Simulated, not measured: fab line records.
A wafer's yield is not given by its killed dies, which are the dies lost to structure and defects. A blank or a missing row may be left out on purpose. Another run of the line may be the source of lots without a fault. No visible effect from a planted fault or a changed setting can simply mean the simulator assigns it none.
One fault through the eyes of 2 desks    flow gf180mcu    what lay behind the numbers comes last; until then each desk has only its own

== FROM THE METROLOGY DESK ==
Means of the sampled wafers that have a number, per lot and without regard to the tool the lot ran on: this is what the gauges read. If a lot's mean is further than 4 standard deviations from the usual mean, the lot is out of limits and carries the mark OUT (the distance appears in the brackets).
Columns: A = POLY_GATE_CVD_00_THK at GF_POLY_GATE_THK_MEAS_01, usual 200.4 nm; B = HV_LDD_OVL at GF_HV_LDD_OVL_MEAS_08, usual -0.1 nm; C = cd nm at GF_HV_LDD_CD_MEAS_19, usual 399.6 nm
lot   first seen here  A                B     C
L707  day 8 19:08      201.2            0.8   402.6
L708  day 9 01:08      201.9            -0.0  397.8
L711  day 9 20:31      199.2            1.1   400.8
L714  day 10 15:21     202.0            1.2   400.9
L719  day 12 02:51     200.2            -3.0  400.2
L721  day 12 20:16     181.2 (-12) OUT  0.6   398.3
L722  day 12 23:04     179.0 (-13) OUT  -2.5  397.1
L723  day 13 07:03     202.7            0.9   399.8
L724  day 13 16:30     199.2            0.1   399.5
L726  day 14 05:48     202.0            -0.0  399.6
L728  day 14 20:58     198.9            -0.0  398.9
L729  day 15 03:24     200.2            1.0   402.3
This desk's result: L721, L722 out of limits, first on L721 (POLY_GATE_CVD_00_THK at GF_POLY_GATE_THK_MEAS_01), day 12 20:16. Within limits: L707, L708, L711, L714, L719, L723, L724, L726, L728, L729.

== AT THE TOOL OWNER'S DESK: lpcvd-01 ==
The tool's own readings at GF_POLY_GATE_CVD_00 (deposits poly-Si, target thk 200 nm, time 1200 s): means of the sampled wafers that have a number, for each lot that ran on this tool. If a lot's mean is further than 4 standard deviations from the usual mean, the lot is out of limits and carries the mark OUT (the distance appears in the brackets).
Columns: A = spike tc upper C at GF_POLY_GATE_CVD_00, usual 619.9 C
lot   first seen here  A
L707  day 8 17:47      618.6
L708  day 8 23:48      620.5
L721  day 12 18:56     620.5
L722  day 12 21:44     620.3
This desk found nothing out of limits on any of the 4 lots.

== ALL TOGETHER ==
Metrology desk: alarm possible at day 12 20:16 on L721, L722.
Nothing out of limits was seen by the tool owner's desk.
The tool owner's desk has L721, L722 on record, within its limits.
Every lot named ran GF_POLY_GATE_CVD_00 on lpcvd-01.

== WHAT HAD BEEN PUT IN BY THE SIMULATOR ==
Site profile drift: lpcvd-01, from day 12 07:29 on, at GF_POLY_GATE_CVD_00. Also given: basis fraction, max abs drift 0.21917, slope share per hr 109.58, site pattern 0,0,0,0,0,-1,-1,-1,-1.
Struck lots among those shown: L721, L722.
Hours from the fault's start to each desk's first reading out of limits: the metrology desk, 13.
